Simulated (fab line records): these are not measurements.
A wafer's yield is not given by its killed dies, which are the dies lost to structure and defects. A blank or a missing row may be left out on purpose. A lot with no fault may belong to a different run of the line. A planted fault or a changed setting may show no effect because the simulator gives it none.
Which tool is to blame? | flow sky130 | Sampling: 10 lots, 30 wafers, 5 of 708 route steps

## WHAT THE GAUGES SHOWED, per wafer
SKY_GATE_OXIDE_THK_MEAS_02. Usual: GATE_OXIDE_OXIDATION_00_THK gives 10.27 nm (standard deviation 0.25).
lot  | measured     | on           | GATE_OXIDE_OXIDATION_00_THK (nm) | flag
L269 | day 12 18:08 | filmMetro-03 | 10.23 10.24 10.26                | 
L271 | day 13 12:51 | filmMetro-02 | 10.51 10.46 10.53                | 
L273 | day 14 06:26 | filmMetro-02 | 10.11 10.21 10.06                | 
L277 | day 15 13:54 | filmMetro-02 | 10.53 10.51 10.48                | 
L279 | day 16 03:48 | filmMetro-04 | 10.51 10.40 10.36                | 
L286 | day 18 16:04 | filmMetro-02 | 10.27 10.40 10.40                | 
L287 | day 19 00:28 | filmMetro-04 | 10.13 10.41 10.30                | 
L289 | day 19 14:46 | filmMetro-04 | 10.23 10.28 10.10                | 
L290 | day 20 02:52 | filmMetro-03 | 9.93 9.81 10.09                  | 
L292 | day 20 10:23 | filmMetro-04 | 10.35 10.65 10.37                | 

SKY_RES_PROTECT_TW_MEAS_08. Usual: POLY_GATE_TW gives 4028 (standard deviation 22).
lot  | measured     | on           | POLY_GATE_TW   | flag
L269 | day 15 00:19 | filmMetro-04 | 4006 4004 4027 | 
L271 | day 15 20:46 | filmMetro-01 | 4011 4033 4014 | 
L273 | day 16 19:29 | filmMetro-01 | 4043 4042 4051 | 
L277 | day 18 01:08 | filmMetro-01 | 3856 3854 3857 | OFF
L279 | day 18 17:18 | filmMetro-04 | 3817 3832 3827 | OFF
L286 | day 21 17:01 | filmMetro-01 | 4031 4027 4048 | 
L287 | day 21 17:02 | filmMetro-04 | 4019 4034 4038 | 
L289 | day 22 07:05 | filmMetro-04 | 4000 3998 4001 | 
L290 | day 22 19:44 | filmMetro-01 | 4042 4033 4032 | 
L292 | day 23 01:56 | filmMetro-03 | 4027 4018 4021 | 

SKY_POLY_GATE_THK_MEAS_04. Usual: POLY_GATE_CVD_03_THK gives 74.8 nm (standard deviation 0.77).
lot  | measured     | on           | POLY_GATE_CVD_03_THK (nm) | flag
L269 | day 15 14:53 | filmMetro-04 | 74.4 75.1 75.0            | 
L271 | day 16 01:47 | filmMetro-04 | 74.2 75.8 74.8            | 
L273 | day 16 21:02 | filmMetro-04 | 74.4 73.6 74.0            | 
L277 | day 18 04:47 | filmMetro-04 | 74.1 74.5 74.6            | 
L279 | day 18 20:03 | filmMetro-04 | 73.7 73.8 74.1            | 
L286 | day 21 18:57 | filmMetro-04 | 76.0 76.1 75.9            | 
L287 | day 21 18:57 | filmMetro-02 | 75.0 75.4 75.1            | 
L289 | day 22 08:34 | filmMetro-02 | 76.7 76.5 76.5            | 
L290 | day 22 22:05 | filmMetro-04 | 74.7 74.3 74.6            | 
L292 | day 23 03:24 | filmMetro-04 | 74.9 74.7 75.7            | 

## WHICH TOOL RAN EACH LOT (tool, then ch and the chambers of the sampled wafers, then the start)
lot  | SKY_POLY_GATE_IMPLANT_02        | SKY_RES_PROTECT_STRIP_07
L269 | implanter-02 ch 0, day 15 00:05 | plasmaAsher-04 ch 0,1, day 15 00:13
L271 | implanter-03 ch 0, day 15 20:34 | plasmaAsher-02 ch 0,1, day 15 20:40
L273 | implanter-03 ch 0, day 16 19:14 | plasmaAsher-01 ch 0,1, day 16 19:23
L277 | implanter-03 ch 0, day 18 00:53 | plasmaAsher-01 ch 0,1, day 18 01:02
L279 | implanter-03 ch 0, day 18 17:04 | plasmaAsher-01 ch 0,1, day 18 17:11
L286 | implanter-02 ch 0, day 21 16:46 | plasmaAsher-04 ch 0,1, day 21 16:55
L287 | implanter-03 ch 0, day 21 16:47 | plasmaAsher-02 ch 0,1, day 21 16:56
L289 | implanter-02 ch 0, day 22 06:50 | plasmaAsher-02 ch 0,1, day 22 06:59
L290 | implanter-03 ch 0, day 22 19:29 | plasmaAsher-04 ch 0,1, day 22 19:38
L292 | implanter-02 ch 0, day 23 01:42 | plasmaAsher-01 ch 0,1, day 23 01:49
- SKY_POLY_GATE_IMPLANT_02
- SKY_RES_PROTECT_STRIP_07: strips in O2/N2.

## AS READ BY THE TOOLS THEMSELVES (means over the sampled wafers that have a number; for cases with no such wafer, the mark the record gives instead)
SKY_POLY_GATE_IMPLANT_02. Usual: beamEnergyKeV 30.000, standard deviation 0.0085; beamOnS 34.6 s, standard deviation 1.7; doseIonsCm2 7.698e+15, standard deviation 8.8e+12; endStationPressureTorr 1.11e-05 Torr, standard deviation 7.3e-07.
lot  | tool         | beamEnergyKeV | beamOnS (s) | doseIonsCm2 | endStationPressureTorr (Torr) | flag
L269 | implanter-02 | 29.994        | 34.6        | 7.696e+15   | 1.10e-05                      | 
L271 | implanter-03 | 30.010        | 33.5        | 7.700e+15   | 1.10e-05                      | 
L273 | implanter-03 | 30.004        | 33.7        | 7.698e+15   | 1.07e-05                      | 
L277 | implanter-03 | 29.995        | 17.9        | 4.027e+15   | 1.36e-05                      | OFF
L279 | implanter-03 | 30.003        | 17.9        | 4.023e+15   | 1.39e-05                      | OFF
L286 | implanter-02 | 30.001        | 34.7        | 7.696e+15   | 1.09e-05                      | 
L287 | implanter-03 | 29.991        | 33.8        | 7.700e+15   | 1.13e-05                      | 
L289 | implanter-02 | 29.996        | 35.1        | 7.700e+15   | 1.12e-05                      | 
L290 | implanter-03 | 30.007        | 34.3        | 7.693e+15   | 1.17e-05                      | 
L292 | implanter-02 | 30.002        | 33.9        | 7.693e+15   | 1.12e-05                      | 

SKY_RES_PROTECT_STRIP_07. Usual: drypumpMotorCurrentA 5.6 A, standard deviation 0.65; oesProductAu 0.518 a.u., standard deviation 0.0043; stripTimeToEndpointS 23.26 s, standard deviation 0.04.
lot  | tool           | drypumpMotorCurrentA (A) | oesProductAu (a.u.) | stripTimeToEndpointS (s) | flag
L269 | plasmaAsher-04 | 6.1                      | 0.520               | 23.23                    | 
L271 | plasmaAsher-02 | 5.4                      | 0.517               | 23.20                    | 
L273 | plasmaAsher-01 | 5.1                      | 0.518               | 23.26                    | 
L277 | plasmaAsher-01 | 4.9                      | 0.552               | 20.78                    | OFF
L279 | plasmaAsher-01 | 5.1                      | 0.551               | 20.64                    | OFF
L286 | plasmaAsher-04 | 6.1                      | 0.520               | 23.29                    | 
L287 | plasmaAsher-02 | 5.7                      | 0.520               | 23.28                    | 
L289 | plasmaAsher-02 | 5.4                      | 0.519               | 23.27                    | 
L290 | plasmaAsher-04 | 6.1                      | 0.517               | 23.27                    | 
L292 | plasmaAsher-01 | 5.1                      | 0.514               | 23.30                    | 

## THE ANSWER, worked out from the rows above alone
Rule: take the mean of a lot's wafers that have a number; if it is more than 3 standard deviations from the usual mean, the lot is off. A lot without any number at a reading at which 4 lots or more have one is off too. All remaining lots with rows at the step are treated as sound. After the gauges, taken in route order, come the tools' own readings; for these a lot's mean is taken, as printed above. At the first step where some lot is off, the reading lying furthest off is the one used; lots without a number count as furthest.
Off: L277, L279, at SKY_RES_PROTECT_TW_MEAS_08 (POLY_GATE_TW).
A tool fits if, at a process step before that reading, it ran every lot that is off, and no sound lot after the first of them. Not tried: the gauges at SKY_RES_PROTECT_TW_MEAS_08; whatever is off there is also off at SKY_POLY_GATE_IMPLANT_02, on other tools, and gauge error can't account for it. No candidate that was tried fits.

## WHAT THE SIMULATOR HAD PUT IN
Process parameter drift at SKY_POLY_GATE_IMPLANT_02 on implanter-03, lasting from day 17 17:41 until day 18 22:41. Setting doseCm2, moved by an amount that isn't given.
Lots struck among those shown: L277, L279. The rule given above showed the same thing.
